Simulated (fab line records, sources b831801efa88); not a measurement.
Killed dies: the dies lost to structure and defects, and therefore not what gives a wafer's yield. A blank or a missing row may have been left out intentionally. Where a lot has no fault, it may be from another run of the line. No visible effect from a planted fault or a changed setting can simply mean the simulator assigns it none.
Matching of chambers -- flow gf180mcu -- pecvd-03 running GF_V2_CVD_02: 3 sister chambers
The step deposits SiO2 from TEOS, target thk 850 nm, time 94.851 s. 3 wafers are shown with their chamber, then 10 later ones without.

WAFERS WITH THEIR CHAMBER
wafer,chamber,heater-power-w (W)
L091.6,1,958
L093.1,0,676
L093.4,2,740

WAFERS WHOSE CHAMBER IS MISSING
wafer,heater-power-w (W)
L093.5,715
L094.1,664
L094.3,669
L094.4,967
L095.3,605
L095.4,1024
L095.5,730
L096.1,684
L096.2,1009
L096.4,707

WHICH CHAMBER EACH ONE RAN IN
wafer,from the rows above,in truth
L093.5,can't be placed: 2 or 0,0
L094.1,can't be placed: 0 or 2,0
L094.3,can't be placed: 0 or 2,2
L094.4,1,1
L095.3,can't be placed: 0 or 2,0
L095.4,1,1
L095.5,can't be placed: 2 or 0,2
L096.1,can't be placed: 0 or 2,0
L096.2,1,1
L096.4,can't be placed: 0 or 2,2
Correct placement for 3 of the 10. Unplaceable from these rows: 7, with the true chamber sitting among the candidates in 7. 0 placed wrongly.
How it was worked out, from the rows above alone: a wafer's distance from a chamber is the root of the sum, over the readings, of the square of ((its reading less the chamber's mean) divided by the reading's scatter). If the next closest chamber is less than 2 further off than the closest, the wafer can't be placed; otherwise it belongs to the closest. Each chamber's mean is taken over the wafers shown for it. The scatter: with one shown wafer a chamber, the root of the mean of the squares of how far each hidden wafer lies from its nearest shown one.
